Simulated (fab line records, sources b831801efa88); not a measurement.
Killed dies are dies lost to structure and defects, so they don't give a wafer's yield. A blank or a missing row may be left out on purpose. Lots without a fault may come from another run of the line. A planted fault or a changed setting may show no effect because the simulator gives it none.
fab line records | flow sky130
record lots=5 wafers=15 last_day=50
route steps=708 shown PWDE@52 NWELL@56 VT_ADJUST_HVTP@85 VT_ADJUST_LVTN@97
lots that met no fault: from a run of the same line without faults
start_h: hours from the record's first day to the start of the lot's first wafer shown | wait_h: hours since the lot's step before | " the same as in the row above | L1.1+2: a row that stands for several wafers | - no value, or no start given | * or withheld: withheld | < > ~ a bound
route shown NAME@n: a module of which the file shows steps, and the number in the route of the first | usual: mean/standard deviation of fault-free wafers | same: alike in all rows | chamber/n: place in a boat | sites: the reading at each site | _std_site: their standard deviation | _edge_site: outer sites' mean less inner sites' | radius_mm: how far each site lies from the wafer's centre | mask NAME#n: copy n | behind: the tool/chamber that last shaped the wafer | hold: why the lot was held/for how many hours/how that ended | device: the transistor (n, p or np) that didn't switch | end of line: the same wafers' tests at the end of the route | a step without rows: its recipe alone | killed: dies lost to structure and defects at the first sort, not the wafer's yield | map: a wafer's dies, x killed, . not, _ none there
set.NAME: the setting as run; set.NAME@STEP: as run at that earlier step | model.NAME: the simulator's own value behind a step, which no gauge read
lots at some steps of the route; a table a step, a row a wafer
services: from which hour (start_h, from the record's first day; less than 0 if before it) a tool's chamber was out of use, for how many hours, and why
## steps
# step SKY_PWDE_OVL_MEAS_07
# usual PWDE_OVL=-1.4/1.6
# columns lot.wafer tool chamber start_h wait_h PWDE_OVL[nm]
L075.3 overlay-02 - 90.02 - -3.2
L075.5 " - " " -3.3
L075.6 " - " " -2.5
L084.1 overlay-02 - 125.86 - -0.4
L084.2 " - " " -1.5
L084.3 " - " " 1.0
L090.1 overlay-02 - 159.41 - -3.5
L090.2 " - " " -3.5
L090.5 " - " " -3.2
L094.2 overlay-01 - 187.31 - -1.6
L094.3 " - " " -3.4
L094.4 " - " " -2.8
L095.1 overlay-02 - 193.00 - -3.6
L095.3 " - " " -4.3
L095.5 " - " " -4.4
# step SKY_PWDE_IMPLANT_08
# recipe species=B energy_kev=150 dose_cm2=3.6e+12 tilt_deg=withheld
# columns lot.wafer tool chamber start_h wait_h
L075.3+5+6 implanter-04 0 90.10 0.1
L084.1+2+3 implanter-01 0 125.89 0.0
L090.1+2+5 implanter-03 0 159.45 0.0
L094.2+3+4 implanter-03 0 187.36 0.0
L095.1+3+5 implanter-04 0 193.04 0.0
# step SKY_PWDE_STRIP_09
# recipe chemistry=O2/N2 power_w=1400 pressure_mtorr=1500 platen_temp_c=withheld o2_flow_sccm=3000 n2_flow_sccm=300 overash_fraction=0.5
# usual drypump_motor_current_A=5.6/0.52 oes_product_au=0.723/0.0049 strip_time_to_endpoint_s=36.86/0.099
# columns lot.wafer tool chamber start_h wait_h drypump_motor_current_A oes_product_au rf_hours_counter_h strip_time_to_endpoint_s
L075.3 plasma_asher-04 0 90.23 0.1 6.3 0.726 - 36.93
L075.5 " 0 " " 6.2 0.723 - 36.85
L075.6 " 1 " " 4.8 0.728 - 36.74
L084.1 plasma_asher-03 1 126.04 0.1 5.4 0.719 1 36.84
L084.2 " 0 " " 5.3 0.718 1 36.75
L084.3 " 1 " " 5.4 0.719 - 36.92
L090.1 plasma_asher-04 0 159.60 0.1 6.2 0.724 49 36.71
L090.2 " 1 " " 4.8 0.720 49 36.68
L090.5 " 0 " " 6.2 0.722 - 36.63
L094.2 plasma_asher-04 0 187.49 0.1 6.2 0.727 52 36.96
L094.3 " 1 " " 4.8 0.728 - 36.87
L094.4 " 0 " " 6.2 0.725 - 36.83
L095.1 plasma_asher-04 1 193.19 0.1 4.8 0.721 52 36.76
L095.3 " 1 " " 4.8 0.727 - 36.81
L095.5 " 0 " " 6.2 0.729 - 36.75
# step SKY_PWDE_TW_MEAS_10
# usual PWDE_TW=373/3.8
# columns lot.wafer tool chamber start_h wait_h PWDE_TW
L075.3 film_metro-04 - 90.32 0.1 371
L075.5 " - " " 373
L075.6 " - " " 371
L084.1 film_metro-02 - 126.14 0.1 371
L084.2 " - " " 368
L084.3 " - " " 370
L090.1 film_metro-04 - 159.70 0.1 372
L090.2 " - " " 374
L090.5 " - " " 373
L094.2 film_metro-02 - 187.60 0.1 371
L094.3 " - " " 370
L094.4 " - " " 371
L095.1 film_metro-04 - 193.29 0.1 371
L095.3 " - " " 368
L095.5 " - " " 368
# step SKY_NWELL_DEHYDRATE_03
# recipe temp_c=200 time_s=60
# columns lot.wafer tool chamber start_h wait_h
L075.3+5+6 litho_track-01 0 98.01 7.7
L084.1+2+3 litho_track-01 0 135.06 8.9
L090.1+2+5 litho_track-03 0 168.93 9.2
L094.2+3+4 litho_track-02 0 198.23 10.6
L095.1+3+5 litho_track-01 0 203.81 10.5
# step SKY_NWELL_HMDS_04
# recipe prime_time_s=60 prime_temp_c=120
# columns lot.wafer tool chamber start_h wait_h
L075.3+5+6 litho_track-01 0 98.16 0.1
L084.1+2+3 litho_track-01 0 135.21 0.1
L090.1+2+5 litho_track-03 0 169.08 0.1
L094.2+3+4 litho_track-02 0 198.38 0.1
L095.1+3+5 litho_track-01 0 203.96 0.1
# step SKY_NWELL_COAT_05
# recipe spin_rpm=2039 resist_thk_nm=3000
# columns lot.wafer tool chamber start_h wait_h
L075.3+5+6 litho_track-01 0 98.31 0.1
L084.1+2+3 litho_track-01 0 135.36 0.1
L090.1+2+5 litho_track-03 0 169.23 0.1
L094.2+3+4 litho_track-02 0 198.53 0.1
L095.1+3+5 litho_track-01 0 204.11 0.1
# step SKY_NWELL_SOFTBAKE_06
# recipe temp_c=110 time_s=withheld
# columns lot.wafer tool chamber start_h wait_h
L075.3+5+6 litho_track-01 0 98.48 0.1
L084.1+2+3 litho_track-01 0 135.51 0.1
L090.1+2+5 litho_track-03 0 169.38 0.1
L094.2+3+4 litho_track-02 0 198.69 0.1
L095.1+3+5 litho_track-01 0 204.26 0.1
# step SKY_NWELL_EXPOSE_07
# recipe mask_id=NWM na=0.6 source_shape=conventional sigma_outer=0.6 polarization=unpolarized target_cd_nm=840 dose_mj=255
# columns lot.wafer tool chamber start_h wait_h mask
L075.3+5+6 iline_stepper-02 0 - - NWM#0
L084.1+2+3 iline_stepper-02 0 - - NWM#0
L090.1+2+5 iline_stepper-01 0 - - NWM#0
L094.2+3+4 iline_stepper-01 0 - - NWM#0
L095.1+3+5 iline_stepper-01 0 - - NWM#0
# step SKY_NWELL_PEB_08
# recipe temp_c=115 time_s=withheld
# columns lot.wafer tool chamber start_h wait_h
L075.3+5+6 litho_track-01 0 - -
L084.1+2+3 litho_track-01 0 - -
L090.1+2+5 litho_track-01 0 - -
L094.2+3+4 litho_track-03 0 - -
L095.1+3+5 litho_track-02 0 - -
# step SKY_NWELL_DEVELOP_09
# recipe wall_angle_deg=90 developer=TMAH develop_time_s=60 dev_temp_c=23
# columns lot.wafer tool chamber start_h wait_h
L075.3+5+6 litho_track-01 0 - -
L084.1+2+3 litho_track-01 0 - -
L090.1+2+5 litho_track-01 0 - -
L094.2+3+4 litho_track-03 0 - -
L095.1+3+5 litho_track-02 0 - -
# step SKY_NWELL_OVL_MEAS_10
# usual NWELL_00_OVL=-1.0/1.5
# columns lot.wafer tool chamber start_h wait_h NWELL_00_OVL[nm]
L075.3 overlay-02 - 108.22 - -1.9
L075.5 " - " " -3.5
L075.6 " - " " -1.6
L084.1 overlay-02 - 144.66 - -2.5
L084.2 " - " " -2.7
L084.3 " - " " -2.5
L090.1 overlay-02 - 180.11 - -0.7
L090.2 " - " " 1.2
L090.5 " - " " -0.1
L094.2 overlay-02 - 209.53 - -1.4
L094.3 " - " " -2.7
L094.4 " - " " -1.3
L095.1 overlay-02 - 214.81 - 0.2
L095.3 " - " " 2.2
L095.5 " - " " 0.0
# step SKY_NWELL_IMPLANT_11
# recipe species=P energy_kev=400 dose_cm2=1.9e+13 tilt_deg=withheld
# columns lot.wafer tool chamber start_h wait_h
L075.3+5+6 implanter-04 0 108.30 0.1
L084.1+2+3 implanter-04 0 144.70 0.0
L090.1+2+5 implanter-01 0 180.15 0.0
L094.2+3+4 implanter-01 0 209.59 0.0
L095.1+3+5 implanter-01 0 214.84 0.0
# step SKY_NWELL_IMPLANT_12
# recipe species=P energy_kev=120 dose_cm2=1.3e+12 tilt_deg=withheld
# columns lot.wafer tool chamber start_h wait_h
L075.3+5+6 implanter-04 0 108.45 0.1
L084.1+2+3 implanter-04 0 144.85 0.1
L090.1+2+5 implanter-01 0 180.30 0.1
L094.2+3+4 implanter-01 0 209.74 0.1
L095.1+3+5 implanter-01 0 214.99 0.1
# step SKY_NWELL_IMPLANT_13
# recipe species=P energy_kev=50 dose_cm2=7e+11 tilt_deg=withheld
# columns lot.wafer tool chamber start_h wait_h
L075.3+5+6 implanter-04 0 108.60 0.1
L084.1+2+3 implanter-04 0 145.00 0.1
L090.1+2+5 implanter-01 0 180.45 0.1
L094.2+3+4 implanter-01 0 209.89 0.1
L095.1+3+5 implanter-01 0 215.14 0.1
# step SKY_NWELL_STRIP_14
# recipe chemistry=O2/N2 power_w=1400 pressure_mtorr=1500 platen_temp_c=withheld o2_flow_sccm=3000 n2_flow_sccm=300 overash_fraction=0.5
# usual drypump_motor_current_A=5.7/0.31 oes_product_au=0.722/0.0043 strip_time_to_endpoint_s=36.55/0.09
# columns lot.wafer tool chamber start_h wait_h drypump_motor_current_A oes_product_au rf_hours_counter_h strip_time_to_endpoint_s
L075.3 plasma_asher-03 1 108.73 0.1 5.4 0.720 - 36.59
L075.5 " 1 " " 5.4 0.725 - 36.52
L075.6 " 0 " " 5.3 0.725 - 36.45
L084.1 plasma_asher-03 0 145.15 0.1 5.3 0.732 3 36.69
L084.2 " 1 " " 5.4 0.728 3 36.60
L084.3 " 0 " " 5.3 0.720 - 36.64
L090.1 plasma_asher-02 0 180.60 0.1 5.7 0.726 47 36.69
L090.2 " 1 " " 6.1 0.727 47 36.67
L090.5 " 0 " " 5.7 0.721 - 36.69
L094.2 plasma_asher-02 1 210.01 0.1 6.1 0.712 50 36.63
L094.3 " 1 " " 6.1 0.716 - 36.58
L094.4 " 0 " " 5.7 0.715 - 36.65
L095.1 plasma_asher-01 0 215.29 0.1 6.1 0.722 42 36.70
L095.3 " 0 " " 6.1 0.728 - 36.66
L095.5 " 0 " " 6.1 0.713 - 36.64
# step SKY_NWELL_TW_MEAS_15
# usual NWELL_TW=1818/20
# columns lot.wafer tool chamber start_h wait_h NWELL_TW
L075.3 film_metro-03 - 108.82 0.1 1838
L075.5 " - " " 1826
L075.6 " - " " 1835
L084.1 film_metro-04 - 145.25 0.1 1831
L084.2 " - " " 1819
L084.3 " - " " 1822
L090.1 film_metro-03 - 180.70 0.1 1825
L090.2 " - " " 1824
L090.5 " - " " 1833
L094.2 film_metro-04 - 210.12 0.1 1796
L094.3 " - " " 1796
L094.4 " - " " 1797
L095.1 film_metro-02 - 215.39 0.1 1782
L095.3 " - " " 1782
L095.5 " - " " 1785
# step SKY_NWELL_DEHYDRATE_16
# recipe temp_c=200 time_s=60
# columns lot.wafer tool chamber start_h wait_h
L075.3+5+6 litho_track-03 0 117.23 8.4
L084.1+2+3 litho_track-03 0 153.78 8.5
L090.1+2+5 litho_track-01 0 190.76 10.1
L094.2+3+4 litho_track-03 0 220.50 10.4
L095.1+3+5 litho_track-01 0 226.36 11.0
# step SKY_NWELL_HMDS_17
# recipe prime_time_s=60 prime_temp_c=120
# columns lot.wafer tool chamber start_h wait_h
L075.3+5+6 litho_track-03 0 117.38 0.1
L084.1+2+3 litho_track-03 0 153.93 0.1
L090.1+2+5 litho_track-01 0 190.91 0.1
L094.2+3+4 litho_track-03 0 220.65 0.1
L095.1+3+5 litho_track-01 0 226.51 0.1
# step SKY_NWELL_COAT_18
# recipe spin_rpm=2000 resist_thk_nm=3000
# columns lot.wafer tool chamber start_h wait_h
L075.3+5+6 litho_track-03 0 117.53 0.1
L084.1+2+3 litho_track-03 0 154.08 0.1
L090.1+2+5 litho_track-01 0 191.06 0.1
L094.2+3+4 litho_track-03 0 220.80 0.1
L095.1+3+5 litho_track-01 0 226.66 0.1
# step SKY_NWELL_SOFTBAKE_19
# recipe temp_c=110 time_s=withheld
# columns lot.wafer tool chamber start_h wait_h
L075.3+5+6 litho_track-03 0 117.69 0.1
L084.1+2+3 litho_track-03 0 154.23 0.1
L090.1+2+5 litho_track-01 0 191.21 0.1
L094.2+3+4 litho_track-03 0 220.96 0.1
L095.1+3+5 litho_track-01 0 226.81 0.1
# step SKY_NWELL_EXPOSE_20
# recipe mask_id=NWM_COMPLEMENT na=0.6 source_shape=conventional sigma_outer=0.6 polarization=unpolarized target_cd_nm=840 dose_mj=260
# columns lot.wafer tool chamber start_h wait_h mask
L075.3+5+6 iline_stepper-01 0 - - NWM_COMPLEMENT#0
L084.1+2+3 iline_stepper-01 0 - - NWM_COMPLEMENT#0
L090.1+2+5 iline_stepper-01 0 - - NWM_COMPLEMENT#0
L094.2+3+4 iline_stepper-02 0 - - NWM_COMPLEMENT#0
L095.1+3+5 iline_stepper-01 0 - - NWM_COMPLEMENT#0
# step SKY_NWELL_PEB_21
# recipe temp_c=115 time_s=withheld
# columns lot.wafer tool chamber start_h wait_h
L075.3+5+6 litho_track-01 0 - -
L084.1+2+3 litho_track-02 0 - -
L090.1+2+5 litho_track-01 0 - -
L094.2+3+4 litho_track-02 0 - -
L095.1+3+5 litho_track-03 0 - -
# step SKY_NWELL_DEVELOP_22
# recipe wall_angle_deg=90 developer=TMAH develop_time_s=60 dev_temp_c=23
# columns lot.wafer tool chamber start_h wait_h
L075.3+5+6 litho_track-01 0 - -
L084.1+2+3 litho_track-02 0 - -
L090.1+2+5 litho_track-01 0 - -
L094.2+3+4 litho_track-02 0 - -
L095.1+3+5 litho_track-03 0 - -
# step SKY_NWELL_OVL_MEAS_23
# usual NWELL_01_OVL=-0.7/1.6
# columns lot.wafer tool chamber start_h wait_h NWELL_01_OVL[nm]
L075.3 overlay-01 - 126.72 - -1.1
L075.5 " - " " -0.9
L075.6 " - " " -3.7
L084.1 overlay-01 - 164.56 - 2.4
L084.2 " - " " 2.0
L084.3 " - " " 2.6
L090.1 overlay-02 - 202.61 - -2.3
L090.2 " - " " -2.9
L090.5 " - " " -2.0
L094.2 overlay-01 - 232.06 - -2.6
L094.3 " - " " -0.7
L094.4 " - " " 0.0
L095.1 overlay-01 - 237.98 - 0.5
L095.3 " - " " -0.9
L095.5 " - " " 0.4
# step SKY_NWELL_IMPLANT_24
# recipe species=B energy_kev=141.6 dose_cm2=9.2e+12 tilt_deg=withheld
# columns lot.wafer tool chamber start_h wait_h
L075.3+5+6 implanter-02 0 127.04 0.3
L084.1+2+3 implanter-04 0 164.59 0.0
L090.1+2+5 implanter-02 0 202.65 0.0
L094.2+3+4 implanter-04 0 232.12 0.0
L095.1+3+5 implanter-01 0 238.01 0.0
# step SKY_NWELL_STRIP_25
# recipe chemistry=O2/N2 power_w=1400 pressure_mtorr=1500 platen_temp_c=withheld o2_flow_sccm=3000 n2_flow_sccm=300 overash_fraction=0.5
# usual drypump_motor_current_A=5.7/0.32 oes_product_au=0.722/0.0043 strip_time_to_endpoint_s=36.92/0.1
# columns lot.wafer tool chamber start_h wait_h drypump_motor_current_A oes_product_au rf_hours_counter_h strip_time_to_endpoint_s
L075.3 plasma_asher-01 1 127.17 0.1 5.6 0.720 - 36.93
L075.5 " 0 " " 6.2 0.726 - 36.83
L075.6 " 1 " " 5.6 0.726 - 36.95
L084.1 plasma_asher-02 0 164.74 0.1 5.7 0.725 45 37.00
L084.2 " 1 " " 6.1 0.718 45 37.04
L084.3 " 0 " " 5.7 0.719 - 37.07
L090.1 plasma_asher-02 1 202.80 0.1 6.0 0.717 49 36.83
L090.2 " 0 " " 5.7 0.721 49 36.73
L090.5 " 0 " " 5.8 0.729 - 36.73
L094.2 plasma_asher-03 0 232.24 0.1 5.3 0.716 11 36.90
L094.3 " 1 " " 5.4 0.718 - 36.99
L094.4 " 0 " " 5.3 0.720 - 36.89
L095.1 plasma_asher-01 0 238.16 0.1 6.1 0.726 44 36.95
L095.3 " 0 " " 6.2 0.719 - 36.88
L095.5 " 1 " " 5.6 0.723 - 36.88
# step SKY_NWELL_TW_MEAS_26
# usual NWELL_2_TW=495/5.9
# columns lot.wafer tool chamber start_h wait_h NWELL_2_TW
L075.3 film_metro-04 - 127.26 0.1 498
L075.5 " - " " 497
L075.6 " - " " 499
L084.1 film_metro-03 - 164.84 0.1 505
L084.2 " - " " 505
L084.3 " - " " 507
L090.1 film_metro-03 - 202.90 0.1 505
L090.2 " - " " 506
L090.5 " - " " 507
L094.2 film_metro-02 - 232.35 0.1 491
L094.3 " - " " 490
L094.4 " - " " 491
L095.1 film_metro-04 - 238.26 0.1 489
L095.3 " - " " 490
L095.5 " - " " 490
# step SKY_NWELL_CLEAN_27
# recipe chemistry=SC1/SC2 mix=1:4:20 temp_c=70 time_s=150 dry=n2_spin
# columns lot.wafer tool chamber start_h wait_h
L075.3+5+6 wet_bench-04 2 127.30 0.0
L084.1+2+3 wet_bench-01 0 164.90 0.1
L090.1+2+5 wet_bench-03 3 202.96 0.1
L094.2+3+4 wet_bench-04 0 232.40 0.0
L095.1+3+5 wet_bench-04 3 238.32 0.1
# step SKY_NWELL_RTA_28
# recipe temp_c=1050 time_s=30 idle_temp_c=650 ramp_up_c_per_s=150 ramp_down_c_per_s=90 ambient=N2
# usual lamp_power_pct=25.30/0.055 ramp_up_c_per_s=150.00/0.025 wafer_temp_C_max=1055.0/0.97
# columns lot.wafer tool chamber start_h wait_h lamp_power_pct ramp_up_c_per_s wafer_temp_C_max
L075.3 rtp_anneal-01 0 127.38 0.0 25.36 150.01 1055.7
L075.5 " 0 " " 25.44 149.95 1055.5
L075.6 " 0 " " 25.35 150.05 1055.3
L084.1 rtp_anneal-01 0 164.95 0.0 25.31 150.01 1054.8
L084.2 " 0 " " 25.26 150.02 1055.9
L084.3 " 0 " " 25.26 150.03 1055.4
L090.1 rtp_anneal-01 0 203.01 0.0 25.22 149.96 1053.7
L090.2 " 0 " " 25.27 150.05 1053.9
L090.5 " 0 " " 25.28 150.05 1054.9
L094.2 rtp_anneal-02 0 232.49 0.0 25.35 149.98 1054.2
L094.3 " 0 " " 25.33 149.99 1054.4
L094.4 " 0 " " 25.40 150.00 1056.0
L095.1 rtp_anneal-01 0 238.38 0.0 25.20 149.97 1055.3
L095.3 " 0 " " 25.30 149.98 1055.3
L095.5 " 0 " " 25.24 150.02 1056.1
# step SKY_NWELL_RS_MEAS_29
# recipe thk_meas_gauge=four-point-probe
# usual NWELL_RS=624.7/1.5
# columns lot.wafer tool chamber start_h wait_h NWELL_RS[ohm/sq]
L075.3 film_metro-04 - 127.49 0.1 623.6
L075.5 " - " " 624.3
L075.6 " - " " 624.4
L084.1 film_metro-04 - 165.05 0.1 625.4
L084.2 " - " " 625.4
L084.3 " - " " 625.1
L090.1 film_metro-02 - 203.11 0.1 624.8
L090.2 " - " " 625.7
L090.5 " - " " 625.8
L094.2 film_metro-03 - 232.68 0.2 625.0
L094.3 " - " " 622.8
L094.4 " - " " 623.3
L095.1 film_metro-03 - 238.48 0.1 626.4
L095.3 " - " " 625.3
L095.5 " - " " 626.3
# step SKY_NWELL_RS_MEAS_31
# recipe thk_meas_gauge=four-point-probe
# usual PWDE_RS=5269/20
# columns lot.wafer tool chamber start_h wait_h PWDE_RS[ohm/sq]
L075.3 film_metro-04 - 127.73 0.1 5271
L075.5 " - " " 5289
L075.6 " - " " 5279
L084.1 film_metro-04 - 165.29 0.1 5260
L084.2 " - " " 5244
L084.3 " - " " 5263
L090.1 film_metro-02 - 203.35 0.1 5268
L090.2 " - " " 5254
L090.5 " - " " 5269
L094.2 film_metro-03 - 232.92 0.1 5240
L094.3 " - " " 5256
L094.4 " - " " 5274
L095.1 film_metro-03 - 238.72 0.1 5247
L095.3 " - " " 5252
L095.5 " - " " 5233
# step SKY_VT_ADJUST_HVTP_DEHYDRATE_00
# recipe temp_c=200 time_s=60
# columns lot.wafer tool chamber start_h wait_h
L075.3+5+6 litho_track-04 0 136.05 8.3
L084.1+2+3 litho_track-04 0 174.90 9.6
L090.1+2+5 litho_track-01 0 213.31 9.9
L094.2+3+4 litho_track-03 0 243.40 10.5
L095.1+3+5 litho_track-03 0 249.63 10.9
# step SKY_VT_ADJUST_HVTP_HMDS_01
# recipe prime_time_s=60 prime_temp_c=120
# columns lot.wafer tool chamber start_h wait_h
L075.3+5+6 litho_track-04 0 136.20 0.1
L084.1+2+3 litho_track-04 0 175.05 0.1
L090.1+2+5 litho_track-01 0 213.46 0.1
L094.2+3+4 litho_track-03 0 243.55 0.1
L095.1+3+5 litho_track-03 0 249.78 0.1
# step SKY_VT_ADJUST_HVTP_COAT_02
# recipe resist=NOVOLAK spin_rpm=3000 resist_thk_nm=1140
# columns lot.wafer tool chamber start_h wait_h
L075.3+5+6 litho_track-04 0 136.35 0.1
L084.1+2+3 litho_track-04 0 175.20 0.1
L090.1+2+5 litho_track-01 0 213.61 0.1
L094.2+3+4 litho_track-03 0 243.70 0.1
L095.1+3+5 litho_track-03 0 249.93 0.1
# step SKY_VT_ADJUST_HVTP_SOFTBAKE_03
# recipe temp_c=90 time_s=60 resist=NOVOLAK
# columns lot.wafer tool chamber start_h wait_h
L075.3+5+6 litho_track-04 0 136.50 0.1
L084.1+2+3 litho_track-04 0 175.35 0.1
L090.1+2+5 litho_track-01 0 213.76 0.1
L094.2+3+4 litho_track-03 0 243.85 0.1
L095.1+3+5 litho_track-03 0 250.08 0.1
# step SKY_VT_ADJUST_HVTP_EXPOSE_04
# recipe mask_id=HVTPM na=0.6 source_shape=conventional sigma_outer=0.6 polarization=unpolarized target_cd_nm=380 dose_mj=140
# columns lot.wafer tool chamber start_h wait_h mask
L075.3+5+6 iline_stepper-01 0 - - HVTPM#0
L084.1+2+3 iline_stepper-01 0 - - HVTPM#0
L090.1+2+5 iline_stepper-01 0 - - HVTPM#0
L094.2+3+4 iline_stepper-02 0 - - HVTPM#0
L095.1+3+5 iline_stepper-01 0 - - HVTPM#0
# step SKY_VT_ADJUST_HVTP_PEB_05
# recipe temp_c=withheld time_s=* resist=NOVOLAK
# columns lot.wafer tool chamber start_h wait_h
L075.3+5+6 litho_track-01 0 - -
L084.1+2+3 litho_track-03 0 - -
L090.1+2+5 litho_track-03 0 - -
L094.2+3+4 litho_track-03 0 - -
L095.1+3+5 litho_track-03 0 - -
# step SKY_VT_ADJUST_HVTP_DEVELOP_06
# recipe resist=NOVOLAK developer=TMAH develop_time_s=60 dev_temp_c=23
# columns lot.wafer tool chamber start_h wait_h
L075.3+5+6 litho_track-01 0 145.21 0.1
L084.1+2+3 litho_track-03 0 185.93 0.1
L090.1+2+5 litho_track-03 0 224.98 0.1
L094.2+3+4 litho_track-03 0 255.50 0.1
L095.1+3+5 litho_track-03 0 261.33 0.1
# step SKY_VT_ADJUST_HVTP_CD_MEAS_07
# recipe target_cd_nm=380
# usual cd_nm=379.4/2.4
# columns lot.wafer tool chamber start_h wait_h cd_nm
L075.3 cd_sem-01 - 145.35 0.1 374.9
L075.5 " - " " 375.1
L075.6 " - " " 374.7
L084.1 cd_sem-01 - 186.08 0.1 379.1
L084.2 " - " " 376.8
L084.3 " - " " 377.4
L090.1 cd_sem-01 - 225.13 0.1 378.4
L090.2 " - " " 378.7
L090.5 " - " " 378.0
L094.2 cd_sem-01 - 255.65 0.1 377.3
L094.3 " - " " 379.0
L094.4 " - " " 379.1
L095.1 cd_sem-02 - 261.48 0.1 382.2
L095.3 " - " " 382.8
L095.5 " - " " 381.4
# step SKY_VT_ADJUST_HVTP_OVL_MEAS_08
# usual VT_ADJUST_HVTP_OVL=0.1/1.3
# columns lot.wafer tool chamber start_h wait_h VT_ADJUST_HVTP_OVL[nm]
L075.3 overlay-02 - 145.44 0.1 1.1
L075.5 " - " " 1.2
L075.6 " - " " 1.6
L084.1 overlay-01 - 186.20 0.1 2.7
L084.2 " - " " 0.0
L084.3 " - " " 1.7
L090.1 overlay-02 - 225.25 0.1 -2.2
L090.2 " - " " -1.7
L090.5 " - " " -0.1
L094.2 overlay-02 - 255.75 0.1 -2.4
L094.3 " - " " -0.8
L094.4 " - " " -1.0
L095.1 overlay-01 - 261.60 0.1 -0.4
L095.3 " - " " 0.3
L095.5 " - " " -0.6
# step SKY_VT_ADJUST_HVTP_IMPLANT_09
# recipe species=As energy_kev=150 dose_cm2=4.3e+12 tilt_deg=withheld
# columns lot.wafer tool chamber start_h wait_h
L075.3+5+6 implanter-02 0 145.52 0.1
L084.1+2+3 implanter-03 0 186.23 0.0
L090.1+2+5 implanter-03 0 225.28 0.0
L094.2+3+4 implanter-02 0 255.81 0.0
L095.1+3+5 implanter-02 0 261.63 0.0
# step SKY_VT_ADJUST_HVTP_STRIP_10
# recipe chemistry=O2/N2 power_w=1400 pressure_mtorr=1500 platen_temp_c=withheld o2_flow_sccm=3000 n2_flow_sccm=300 overash_fraction=0.5
# usual drypump_motor_current_A=5.7/0.55 oes_product_au=0.716/0.005 strip_time_to_endpoint_s=14.18/0.039
# columns lot.wafer tool chamber start_h wait_h drypump_motor_current_A oes_product_au rf_hours_counter_h strip_time_to_endpoint_s
L075.3 plasma_asher-02 1 145.65 0.1 6.1 0.719 - 14.13
L075.5 " 0 " " 5.7 0.717 - 14.17
L075.6 " 1 " " 6.1 0.709 - 14.11
L084.1 plasma_asher-04 1 186.38 0.1 4.8 0.720 52 14.23
L084.2 " 0 " " 6.2 0.702 52 14.24
L084.3 " 1 " " 4.8 0.712 - 14.23
L090.1 plasma_asher-01 0 225.43 0.1 6.1 0.715 43 14.25
L090.2 " 1 " " 5.6 0.716 43 14.19
L090.5 " 1 " " 5.6 0.714 - 14.20
L094.2 plasma_asher-02 1 255.93 0.1 6.1 0.711 54 14.16
L094.3 " 0 " " 5.8 0.706 - 14.19
L094.4 " 1 " " 6.1 0.724 - 14.21
L095.1 plasma_asher-04 0 261.78 0.1 6.2 0.726 59 14.16
L095.3 " 1 " " 4.8 0.713 - 14.14
L095.5 " 0 " " 6.2 0.726 - 14.17
# step SKY_VT_ADJUST_HVTP_TW_MEAS_11
# usual VT_ADJUST_HVTP_TW=1355/14
# columns lot.wafer tool chamber start_h wait_h VT_ADJUST_HVTP_TW
L075.3 film_metro-04 - 145.74 0.1 1364
L075.5 " - " " 1365
L075.6 " - " " 1358
L084.1 film_metro-03 - 186.48 0.1 1364
L084.2 " - " " 1365
L084.3 " - " " 1371
L090.1 film_metro-04 - 225.53 0.1 1346
L090.2 " - " " 1340
L090.5 " - " " 1338
L094.2 film_metro-03 - 256.04 0.1 1366
L094.3 " - " " 1382
L094.4 " - " " 1371
L095.1 film_metro-03 - 261.88 0.1 1371
L095.3 " - " " 1375
L095.5 " - " " 1376
# step SKY_VT_ADJUST_LVTN_DEHYDRATE_00
# recipe temp_c=200 time_s=60
# columns lot.wafer tool chamber start_h wait_h
L075.3+5+6 litho_track-02 0 154.81 9.1
L084.1+2+3 litho_track-02 0 196.36 9.9
L090.1+2+5 litho_track-03 0 236.38 10.8
L094.2+3+4 litho_track-02 0 266.93 10.9
L095.1+3+5 litho_track-02 0 272.61 10.7
# step SKY_VT_ADJUST_LVTN_HMDS_01
# recipe prime_time_s=60 prime_temp_c=120
# columns lot.wafer tool chamber start_h wait_h
L075.3+5+6 litho_track-02 0 154.96 0.1
L084.1+2+3 litho_track-02 0 196.51 0.1
L090.1+2+5 litho_track-03 0 236.53 0.1
L094.2+3+4 litho_track-02 0 267.08 0.1
L095.1+3+5 litho_track-02 0 272.76 0.1
# step SKY_VT_ADJUST_LVTN_COAT_02
# recipe spin_rpm=2000 resist_thk_nm=3000
# columns lot.wafer tool chamber start_h wait_h
L075.3+5+6 litho_track-02 0 155.11 0.1
L084.1+2+3 litho_track-02 0 196.66 0.1
L090.1+2+5 litho_track-03 0 236.68 0.1
L094.2+3+4 litho_track-02 0 267.23 0.1
L095.1+3+5 litho_track-02 0 272.91 0.1
# step SKY_VT_ADJUST_LVTN_SOFTBAKE_03
# recipe temp_c=110 time_s=withheld
# columns lot.wafer tool chamber start_h wait_h
L075.3+5+6 litho_track-02 0 155.28 0.1
L084.1+2+3 litho_track-02 0 196.81 0.1
L090.1+2+5 litho_track-03 0 236.83 0.1
L094.2+3+4 litho_track-02 0 267.39 0.1
L095.1+3+5 litho_track-02 0 273.06 0.1
# step SKY_VT_ADJUST_LVTN_EXPOSE_04
# recipe mask_id=NWM_COMPLEMENT_LESS_NATIVE na=0.6 source_shape=conventional sigma_outer=0.6 polarization=unpolarized target_cd_nm=840 dose_mj=194
# columns lot.wafer tool chamber start_h wait_h mask
L075.3+5+6 iline_stepper-01 0 - - NWM_COMPLEMENT_LESS_NATIVE#0
L084.1+2+3 iline_stepper-01 0 - - NWM_COMPLEMENT_LESS_NATIVE#0
L090.1+2+5 iline_stepper-02 0 - - NWM_COMPLEMENT_LESS_NATIVE#0
L094.2+3+4 iline_stepper-02 0 - - NWM_COMPLEMENT_LESS_NATIVE#0
L095.1+3+5 iline_stepper-02 0 - - NWM_COMPLEMENT_LESS_NATIVE#0
## services
# columns tool chamber start_h hours kind
wet_bench-03 - 76.45 31.5 pm
implanter-02 - 81.28 4.0 pm
implanter-02 - 101.80 6.9 repair
iline_stepper-02 - 104.05 1.7 pm
plasma_asher-02 - 107.95 14.6 pm
plasma_asher-03 - 108.80 9.0 pm
wet_bench-01 - 116.30 3.4 repair
implanter-04 - 125.32 2.6 repair
implanter-01 - 126.47 3.6 pm
wet_bench-04 - 139.57 5.3 repair
implanter-03 - 144.57 3.6 pm
iline_stepper-01 - 145.74 1.7 pm
wet_bench-01 - 181.50 1.0 repair
implanter-02 - 184.82 0.9 repair
implanter-01 - 199.76 2.0 repair
plasma_asher-02 - 205.82 0.7 repair
plasma_asher-04 - 215.17 0.7 repair
plasma_asher-03 - 217.35 1.6 repair
implanter-02 - 231.28 5.3 repair
implanter-04 - 236.20 2.7 repair
implanter-03 - 240.72 2.3 repair
plasma_asher-02 - 241.94 1.7 repair
implanter-01 - 262.44 5.3 pm
implanter-04 - 271.75 4.1 pm
## key
fault none
